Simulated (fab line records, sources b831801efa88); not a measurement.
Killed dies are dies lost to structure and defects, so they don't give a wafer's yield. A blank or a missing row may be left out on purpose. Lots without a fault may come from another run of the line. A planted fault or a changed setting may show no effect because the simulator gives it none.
fab line records | flow sky130
record lots=11 wafers=33 last_day=50
route steps=708 shown METAL1@456 METAL5@662 PASSIVATION@692 PAD_OPEN@701
lots that met no fault: from a run of the same line without faults
start_h: hours from the record's first day to the start of the lot's first wafer shown | wait_h: hours since the lot's step before | " the same as in the row above | L1.1+2: a row that stands for several wafers | - no value, or no start given | * or withheld: withheld | < > ~ a bound
route shown NAME@n: a module of which the file shows steps, and the number in the route of the first | usual: mean/standard deviation of fault-free wafers | same: alike in all rows | chamber/n: place in a boat | sites: the reading at each site | _std_site: their standard deviation | _edge_site: outer sites' mean less inner sites' | radius_mm: how far each site lies from the wafer's centre | mask NAME#n: copy n | behind: the tool/chamber that last shaped the wafer | hold: why the lot was held/for how many hours/how that ended | device: the transistor (n, p or np) that didn't switch | end of line: the same wafers' tests at the end of the route | a step without rows: its recipe alone | killed: dies lost to structure and defects at the first sort, not the wafer's yield | map: a wafer's dies, x killed, . not, _ none there
set.NAME: the setting as run; set.NAME@STEP: as run at that earlier step | model.NAME: the simulator's own value behind a step, which no gauge read
steps of the route over a sample of lots; a table a step, a row a wafer
services: from which hour (start_h, from the record's first day; less than 0 if before it) a tool's chamber was out of use, for how many hours, and why
## steps
# step SKY_METAL1_CLEAN_22
# recipe chemistry=IPA time_s=180 temp_c=25
# columns lot.wafer tool chamber start_h wait_h
L464.1+3+5 wet_bench-04 2 767.08 0.0
L466.2+4+6 wet_bench-04 1 786.10 0.0
L468.2+3+6 wet_bench-04 1 789.85 0.0
L476.2+5+6 wet_bench-01 0 856.54 0.0
L477.2+4+6 wet_bench-04 0 865.16 0.0
L478.2+4+5 wet_bench-03 0 872.20 0.0
L480.2+5+6 wet_bench-01 2 881.15 0.0
L481.3+4+6 wet_bench-01 2 887.20 0.0
L485.1+2+6 wet_bench-01 0 917.95 0.0
L486.2+5+6 wet_bench-03 1 925.15 0.0
L487.1+4+5 wet_bench-04 2 930.64 0.0
# step SKY_METAL5_SPUTTER_01
# recipe material=TiN target_thk_nm=20 power_w=6500 time_s=16.7 chamber_pressure_pa=0.4
# usual chamber_pressure_pa=0.4000/0.00076 throttle_valve_pct=30.1/1.1
# columns lot.wafer tool chamber start_h wait_h chamber_pressure_pa throttle_valve_pct
L464.1 pvd_sputter-04 - 1005.14 0.0 0.3997 29.7
L464.3 " - " " 0.4005 30.3
L464.5 " - " " 0.3999 31.4
L466.2 pvd_sputter-03 - 1023.24 0.0 0.4007 27.4
L466.4 " - " " 0.3994 31.4
L466.6 " - " " 0.4002 30.2
L468.2 pvd_sputter-04 - 1025.99 0.0 0.3998 31.4
L468.3 " - " " 0.3998 28.6
L468.6 " - " " 0.4001 28.8
L476.2 pvd_sputter-04 - 1082.79 0.0 0.4001 28.8
L476.5 " - " " 0.4007 31.5
L476.6 " - " " 0.3983 30.7
L477.2 pvd_sputter-03 - 1091.28 0.0 0.4003 30.6
L477.4 " - " " 0.4013 27.5
L477.6 " - " " 0.4005 30.3
L478.2 pvd_sputter-01 - 1095.75 0.0 0.4005 29.5
L478.4 " - " " 0.3998 30.6
L478.5 " - " " 0.3983 29.1
L480.2 pvd_sputter-01 - 1101.72 0.0 0.4003 31.1
L480.5 " - " " 0.3994 29.0
L480.6 " - " " 0.3997 29.6
L481.3 pvd_sputter-01 - 1105.38 0.0 0.4004 30.1
L481.4 " - " " 0.4007 29.0
L481.6 " - " " 0.3989 31.2
L485.1 pvd_sputter-03 - 1132.94 0.0 0.3999 30.2
L485.2 " - " " 0.4000 27.6
L485.6 " - " " 0.3996 30.5
L486.2 pvd_sputter-03 - 1137.59 0.0 0.3987 30.1
L486.5 " - " " 0.4003 27.4
L486.6 " - " " 0.3993 30.3
L487.1 pvd_sputter-04 - 1141.60 0.0 0.4004 30.3
L487.4 " - " " 0.4008 29.6
L487.5 " - " " 0.3992 29.5
# step SKY_PASSIVATION_ETCH_11
# recipe chemistry=CF4/O2 target_depth_nm=725 stop_on=AlCu source_w=800 bias_w=151.8 pressure_mtorr=150 cf4_flow_sccm=80 O2_flow_sccm=10 time_s=161.1
# usual bias_w=151.8/0.45 drypump_motor_current_A=5.7/0.44 oes_product_au=0.977/0.0073 rf_fwd_power_W=796.5/2.8 throttle_valve_pct=5.963/0.0088
# columns lot.wafer tool chamber start_h wait_h bias_w drypump_motor_current_A oes_product_au rf_fwd_power_W rf_hours_counter_h throttle_valve_pct
L464.1 rie_diel-02 2 1051.57 - 151.7 6.4 0.970 795.8 9 5.960
L464.3 " 0 " " 151.5 5.0 0.983 793.9 11 5.969
L464.5 " 0 " " 152.3 5.0 0.983 797.0 - 5.969
L466.2 rie_diel-02 3 1069.37 - 152.8 6.0 0.970 794.8 14 5.954
L466.4 " 2 " " 151.2 6.4 0.961 801.7 - 5.971
L466.6 " 0 " " 151.9 5.0 0.993 797.5 - 5.957
L468.2 rie_diel-03 2 1070.87 - 152.0 5.2 0.979 792.8 4 5.977
L468.3 " 1 " " 151.6 5.8 0.968 798.2 21 5.974
L468.6 " 1 " " 151.8 5.8 0.984 799.7 - 5.952
L476.2 rie_diel-03 0 1122.17 - 151.1 6.0 0.978 791.8 19 5.953
L476.5 " 3 " " 150.8 5.3 0.976 799.3 - 5.972
L476.6 " 0 " " 152.4 6.1 0.997 795.2 - 5.962
L477.2 rie_diel-02 2 1133.27 - 151.7 6.4 0.967 795.5 12 5.948
L477.4 " 3 " " 151.5 6.0 0.977 799.0 16 5.958
L477.6 " 1 " " 151.7 5.8 0.982 795.3 - 5.962
L478.2 rie_diel-03 1 1136.28 - 151.6 5.8 0.971 791.8 24 5.963
L478.4 " 0 " " 151.9 6.0 0.977 792.2 20 5.950
L478.5 " 0 " " 151.5 6.0 0.989 793.7 - 5.974
L480.2 rie_diel-02 2 1142.02 - 151.3 6.4 0.982 799.2 12 5.955
L480.5 " 1 " " 152.3 5.8 0.983 796.2 - 5.974
L480.6 " 2 " " 152.1 6.4 0.978 794.9 - 5.984
L481.3 rie_diel-02 2 1145.12 - 151.4 6.4 0.961 800.3 12 5.955
L481.4 " 3 " " 152.3 6.0 0.978 792.9 16 5.963
L481.6 " 1 " " 151.6 5.8 0.977 795.3 - 5.958
L485.1 rie_diel-03 0 1169.28 - 152.0 6.0 0.979 793.8 21 5.960
L485.2 " 1 " " 151.2 5.8 0.962 797.6 25 5.955
L485.6 " 3 " " 152.0 5.3 0.975 797.0 - 5.971
L486.2 rie_diel-02 0 1173.23 - 152.0 5.1 0.968 798.9 16 5.974
L486.5 " 0 " " 151.6 5.0 0.982 798.7 - 5.972
L486.6 " 2 " " 152.1 6.4 0.986 798.6 - 5.959
L487.1 rie_diel-02 3 1178.12 - 151.3 6.0 0.971 796.3 17 5.966
L487.4 " 2 " " 152.9 6.4 0.978 797.0 - 5.948
L487.5 " 3 " " 151.9 6.0 0.985 795.4 - 5.961
# step SKY_PAD_OPEN_ETCH_07
# recipe chemistry=CF4/O2 target_depth_nm=725 stop_on=AlCu source_w=800 bias_w=150 pressure_mtorr=150 cf4_flow_sccm=80 O2_flow_sccm=10 time_s=161.1
# usual bias_w=150.0/0.46 drypump_motor_current_A=5.6/0.36 oes_product_au=0.976/0.0067 rf_fwd_power_W=796.3/2.6 throttle_valve_pct=5.964/0.0093
# columns lot.wafer tool chamber start_h wait_h bias_w drypump_motor_current_A oes_product_au rf_fwd_power_W rf_hours_counter_h throttle_valve_pct
L464.1 rie_diel-03 0 1072.82 - 149.9 6.0 0.970 796.6 17 5.950
L464.3 " 1 " " 149.8 5.8 0.969 799.0 21 5.979
L464.5 " 1 " " 150.3 5.8 0.976 798.0 - 5.959
L466.2 rie_diel-03 2 1090.17 - 149.4 5.2 0.973 798.4 5 5.967
L466.4 " 0 " " 149.7 6.0 0.972 798.1 - 5.962
L466.6 " 0 " " 150.2 6.0 0.989 801.5 - 5.971
L468.2 rie_diel-01 1 1091.22 - 149.7 5.5 0.980 797.5 21 5.976
L468.3 " 2 " " 149.5 4.9 0.972 795.3 30 5.966
L468.6 " 0 " " 150.4 5.4 0.986 796.1 - 5.962
L476.2 rie_diel-01 2 1141.37 - 150.6 4.9 0.978 792.7 1 5.965
L476.5 " 1 " " 150.2 5.5 0.980 799.4 - 5.960
L476.6 " 2 " " 150.0 4.9 0.986 797.6 - 5.971
L477.2 rie_diel-01 0 1151.57 - 150.3 5.4 0.980 794.8 23 5.968
L477.4 " 1 " " 149.8 5.5 0.974 793.1 23 5.966
L477.6 " 2 " " 149.3 4.9 0.989 793.5 - 5.980
L478.2 rie_diel-04 0 1153.62 - 149.1 5.8 0.975 794.0 25 5.968
L478.4 " 1 " " 150.1 6.1 0.973 796.4 15 5.957
L478.5 " 2 " " 150.5 5.7 0.974 792.5 - 5.973
L480.2 rie_diel-01 1 1160.02 - 150.7 5.5 0.976 795.7 24 5.963
L480.5 " 0 " " 149.9 5.4 0.984 795.4 - 5.983
L480.6 " 3 " " 150.0 5.7 0.992 794.1 - 5.942
L481.3 rie_diel-03 2 1162.87 - 149.7 5.2 0.974 798.2 7 5.952
L481.4 " 3 " " 150.3 5.3 0.978 793.7 3 5.969
L481.6 " 3 " " 150.1 5.3 0.981 794.2 - 5.986
L485.1 rie_diel-01 2 1185.92 - 150.3 4.9 0.976 799.2 3 5.971
L485.2 " 3 " " 149.7 5.7 0.969 799.3 30 5.954
L485.6 " 2 " " 149.9 4.9 0.979 794.1 - 5.976
L486.2 rie_diel-04 2 1189.12 - 150.2 5.7 0.972 795.6 30 5.960
L486.5 " 2 " " 150.1 5.7 0.984 793.6 - 5.951
L486.6 " 3 " " 149.8 5.2 0.981 801.0 - 5.966
L487.1 rie_diel-04 3 1193.92 - 149.4 5.2 0.974 794.4 31 5.960
L487.4 " 1 " " 149.7 6.1 0.981 795.5 17 5.968
L487.5 " 2 " " 149.1 5.7 0.973 793.8 - 5.973
# step SKY_PAD_OPEN_PROBE_99
# usual defect_limited_yield=82.4/2 killed_at_M0_to_M3=44/7.1 killed_at_M4_up=3/1.6 killed_at_contacts=24/5.4 killed_at_front_end=15/4.7 killed_at_other=0.3/0.51 killed_dies=87/9.9 killed_open=48/7.6 killed_short=39/6.3 sort_bin_3_pad_short=0.9/0.39 sort_bin_5_function=10.5/1.6 sort_bin_6_memory=6.3/1.1 sort_n_pass=405/9.9 sort_yield_pct=82.4/2
# same gross_dies=492 killed_at_back_side=0 sort_bin_4_leakage[%]=0 sort_bin_8_speed[%]=0
# columns lot.wafer tool chamber start_h wait_h defect_limited_yield[%] killed_at_M0_to_M3 killed_at_M4_up killed_at_contacts killed_at_front_end killed_at_other killed_dies killed_open killed_short sort_bin_3_pad_short[%] sort_bin_5_function[%] sort_bin_6_memory[%] sort_n_pass sort_yield_pct[%]
L466.2 prober-01 - 1092.63 0.1 76.0 82 5 21 10 0 118 44 34 2.6 14.6 6.7 374 76.0
L466.4 prober-01 - 1092.73 0.2 76.0 76 2 23 16 1 118 46 36 2.8 14.0 7.1 374 76.0
L466.6 prober-01 - 1092.83 0.2 75.0 85 3 26 9 0 123 44 48 3.5 15.4 6.1 369 75.0
L468.2 prober-02 - 1093.59 0.1 76.2 78 0 29 10 0 117 46 40 2.2 16.5 5.1 375 76.2
L468.3 prober-02 - 1093.64 0.2 74.6 78 2 30 15 0 125 39 46 3.3 15.7 6.5 367 74.6
L468.6 prober-02 - 1093.79 0.2 73.4 87 5 25 13 1 131 52 41 2.2 17.3 7.1 361 73.4
L480.2 prober-01 - 1162.38 0.1 82.1 46 3 27 12 0 88 52 36 0.4 10.6 6.9 404 82.1
L480.5 prober-01 - 1162.53 0.2 77.6 68 1 27 14 0 110 67 43 1.0 14.0 7.3 382 77.6
L480.6 prober-01 - 1162.58 0.2 83.1 48 3 22 10 0 83 55 28 0.4 8.7 7.7 409 83.1
L481.3 prober-02 - 1165.30 0.2 78.9 52 2 30 20 0 104 61 43 0.8 11.8 8.5 388 78.9
L481.4 prober-02 - 1165.35 0.2 85.4 42 2 18 10 0 72 40 32 0.6 8.7 5.3 420 85.4
L481.6 prober-02 - 1165.45 0.2 86.6 35 5 19 7 0 66 37 29 0.6 7.1 5.7 426 86.6
L485.1 prober-02 - 1188.64 0.1 80.1 61 2 23 12 0 98 53 45 1.0 10.8 8.1 394 80.1
L485.2 prober-02 - 1188.69 0.1 82.3 48 5 17 17 0 87 48 39 0.4 12.0 5.3 405 82.3
L485.6 prober-02 - 1188.89 0.2 82.7 37 1 27 19 1 85 46 39 1.2 9.6 6.5 407 82.7
L486.2 prober-01 - 1191.54 0.1 83.1 43 4 22 12 2 83 43 40 1.0 9.6 6.3 409 83.1
L486.5 prober-01 - 1191.69 0.2 85.0 31 10 22 11 0 74 41 33 0.4 8.7 5.9 418 85.0
L486.6 prober-01 - 1191.74 0.2 85.6 37 1 25 7 1 71 43 28 0.4 9.3 4.7 421 85.6
L487.1 prober-02 - 1196.24 0.1 81.9 52 4 21 12 0 89 45 44 1.4 11.8 4.9 403 81.9
L487.4 prober-02 - 1196.39 0.2 84.8 40 2 22 11 0 75 44 31 0.8 10.8 3.7 417 84.8
L487.5 prober-02 - 1196.44 0.2 81.5 47 3 23 18 0 91 48 43 0.8 10.2 7.5 401 81.5
# killed by level:class
L466.2 METAL1:unspecified=40 VIA1:geometric_particle:open=11 CONTACT:geometric_particle:open=6 VIA2:geometric_particle:open=6 LOCAL_INTERCONNECT:geometric_particle:short=5 VIA1:geometric_particle:short=5 FIELD_ISO:geometric_particle:open=4 LI_CONTACT:geometric_particle:open=4
L466.4 METAL1:unspecified=36 LI_CONTACT:geometric_particle:open=8 VIA2:geometric_particle:open=8 METAL2:geometric_particle:short=7 VIA3:geometric_particle:open=7 LOCAL_INTERCONNECT:geometric_particle:short=6 FIELD_ISO:geometric_particle:short=5 POLY_GATE:geometric_particle:open=5
L466.6 METAL1:unspecified=31 VIA1:geometric_particle:open=12 VIA2:geometric_particle:open=9 CONTACT:geometric_particle:short=7 METAL1:geometric_particle:short=7 VIA1:geometric_particle:short=7 LOCAL_INTERCONNECT:geometric_particle:short=6 VIA3:geometric_particle:open=5
L468.2 METAL1:unspecified=31 CONTACT:geometric_particle:open=9 LOCAL_INTERCONNECT:geometric_particle:short=8 VIA1:geometric_particle:open=8 VIA1:geometric_particle:short=7 VIA3:geometric_particle:open=7 VIA2:geometric_particle:open=7 LI_CONTACT:geometric_particle:open=5
L468.3 METAL1:unspecified=40 LI_CONTACT:geometric_particle:open=9 METAL1:geometric_particle:short=9 CONTACT:geometric_particle:open=7 VIA1:geometric_particle:open=7 METAL2:geometric_particle:short=6 VIA3:geometric_particle:open=5 LI_CONTACT:geometric_particle:short=5
L468.6 METAL1:unspecified=38 VIA1:geometric_particle:open=10 VIA2:geometric_particle:open=9 CONTACT:geometric_particle:open=9 VIA3:geometric_particle:open=7 VIA1:geometric_particle:short=6 CONTACT:geometric_particle:short=6 POLY_GATE:geometric_particle:short=4
L480.2 VIA1:geometric_particle:open=15 CONTACT:geometric_particle:open=8 VIA2:geometric_particle:open=8 LI_CONTACT:geometric_particle:open=7 FIELD_ISO:geometric_particle:open=5 LI_CONTACT:geometric_particle:short=5 VIA2:geometric_particle:short=5 CONTACT:geometric_particle:short=4
L480.5 VIA1:geometric_particle:open=20 CONTACT:geometric_particle:open=13 VIA3:geometric_particle:open=9 VIA1:geometric_particle:short=9 VIA2:geometric_particle:open=9 METAL2:geometric_particle:short=7 LOCAL_INTERCONNECT:geometric_particle:short=5 POLY_GATE:geometric_particle:short=4
L480.6 VIA2:geometric_particle:open=12 VIA3:geometric_particle:open=9 VIA1:geometric_particle:open=8 CONTACT:geometric_particle:open=7 LI_CONTACT:geometric_particle:open=6 POLY_GATE:geometric_particle:open=5 VIA1:geometric_particle:short=5 VIA3:geometric_particle:short=5
L481.3 VIA1:geometric_particle:open=14 LI_CONTACT:geometric_particle:open=12 VIA3:geometric_particle:open=8 CONTACT:geometric_particle:open=6 POLY_GATE:geometric_particle:open=5 CONTACT:geometric_particle:short=5 METAL1:geometric_particle:short=5 VIA1:geometric_particle:short=5
L481.4 VIA1:geometric_particle:open=12 CONTACT:geometric_particle:open=7 VIA3:geometric_particle:open=7 LI_CONTACT:geometric_particle:open=6 METAL2:geometric_particle:short=5 METAL1:geometric_particle:short=4 METAL3:geometric_particle:short=4 FIELD_ISO:geometric_particle:open=3
L481.6 VIA1:geometric_particle:open=8 CONTACT:geometric_particle:open=7 LI_CONTACT:geometric_particle:open=6 METAL1:geometric_particle:short=5 VIA3:geometric_particle:open=5 VIA1:geometric_particle:short=4 VIA2:geometric_particle:open=4 VIA2:geometric_particle:short=4
L485.1 VIA1:geometric_particle:open=15 METAL2:geometric_particle:short=10 VIA3:geometric_particle:open=10 CONTACT:geometric_particle:short=9 METAL1:geometric_particle:short=7 CONTACT:geometric_particle:open=6 VIA2:geometric_particle:open=6 VIA1:geometric_particle:short=5
L485.2 VIA2:geometric_particle:open=9 VIA1:geometric_particle:open=7 LI_CONTACT:geometric_particle:open=6 POLY_GATE:geometric_particle:open=6 METAL2:geometric_particle:short=6 VIA2:geometric_particle:short=5 POLY_GATE:geometric_particle:short=5 CONTACT:geometric_particle:short=5
L485.6 CONTACT:geometric_particle:open=9 VIA1:geometric_particle:open=9 CONTACT:geometric_particle:short=7 METAL2:geometric_particle:short=7 VIA3:geometric_particle:open=6 FIELD_ISO:geometric_particle:open=5 POLY_GATE:geometric_particle:open=5 LI_CONTACT:geometric_particle:open=5
L486.2 VIA1:geometric_particle:open=16 METAL1:geometric_particle:short=8 CONTACT:geometric_particle:open=6 CONTACT:geometric_particle:short=6 VIA3:geometric_particle:short=4 METAL2:geometric_particle:short=4 FIELD_ISO:geometric_particle:short=3 POLY_CUT:geometric_particle:open=3
L486.5 LI_CONTACT:geometric_particle:open=9 VIA1:geometric_particle:open=9 METAL4:geometric_particle:short=7 CONTACT:geometric_particle:open=4 LOCAL_INTERCONNECT:geometric_particle:short=4 METAL1:geometric_particle:short=4 VIA3:geometric_particle:open=4 POLY_GATE:geometric_particle:short=3
L486.6 CONTACT:geometric_particle:open=11 VIA3:geometric_particle:open=8 VIA2:geometric_particle:open=7 LI_CONTACT:geometric_particle:open=6 METAL1:geometric_particle:short=4 VIA1:geometric_particle:short=4 METAL2:geometric_particle:short=4 POLY_GATE:geometric_particle:short=3
L487.1 VIA1:geometric_particle:open=9 LI_CONTACT:geometric_particle:open=8 VIA3:geometric_particle:open=7 VIA3:geometric_particle:short=7 CONTACT:geometric_particle:open=6 METAL2:geometric_particle:short=6 VIA1:geometric_particle:short=5 FIELD_ISO:geometric_particle:short=4
L487.4 VIA1:geometric_particle:open=11 CONTACT:geometric_particle:open=9 CONTACT:geometric_particle:short=7 VIA2:geometric_particle:open=6 LI_CONTACT:geometric_particle:open=5 VIA3:geometric_particle:short=5 METAL2:geometric_particle:short=4 VIA3:geometric_particle:open=4
L487.5 VIA1:geometric_particle:open=12 CONTACT:geometric_particle:open=8 VIA3:geometric_particle:open=7 POLY_GATE:geometric_particle:open=5 LI_CONTACT:geometric_particle:open=5 METAL2:geometric_particle:short=5 VIA1:geometric_particle:short=5 METAL3:geometric_particle:short=5
## services
# columns tool chamber start_h hours kind
rie_diel-03 0 755.05 2.0 repair
rie_diel-03 - 769.78 0.2 repair
rie_diel-03 - 776.04 0.5 repair
rie_diel-03 2 807.17 1.8 repair
rie_diel-03 0 816.13 8.8 repair
wet_bench-04 - 824.31 3.6 repair
wet_bench-04 - 827.95 4.4 pm
wet_bench-04 - 841.48 3.6 repair
rie_diel-01 - 855.12 0.7 repair
rie_diel-03 2 885.68 11.1 repair
rie_diel-02 0 932.78 5.6 repair
rie_diel-01 - 934.77 0.7 repair
rie_diel-03 - 984.69 0.5 repair
rie_diel-03 - 1003.48 0.5 repair
rie_diel-02 2 1030.28 16.9 repair
rie_diel-02 3 1032.05 34.1 repair
rie_diel-03 1 1047.94 2.0 repair
rie_diel-01 1 1070.26 15.4 repair
rie_diel-03 1 1086.07 6.8 repair
rie_diel-01 0 1104.81 2.6 repair
rie_diel-01 - 1124.31 0.8 repair
rie_diel-01 2 1146.01 3.6 repair
rie_diel-02 3 1153.01 1.4 repair
rie_diel-02 1 1169.76 10.3 repair
## key
first_sign step=SKY_PAD_OPEN_PROBE_99 reading=killed_at_M0_to_M3 direction=up sigmas=5.2 usual=44 struck=81
effect step=SKY_PAD_OPEN_PROBE_99 reading=sort_bin_3_pad_short direction=up sigmas=4.9 usual=0.9 struck=2.8
met_at SKY_METAL1_CLEAN_22
struck_lots L466,L468
not_acting_at SKY_METAL5_SPUTTER_01,SKY_PASSIVATION_ETCH_11,SKY_PAD_OPEN_ETCH_07
onset_between 767.08 786.10
fault kind=chamber_particle_source tool=wet_bench-04 chamber=- onset_h=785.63 steps=SKY_METAL1_CLEAN_22 rate_per_visit_cm2=1.131 end_h=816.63
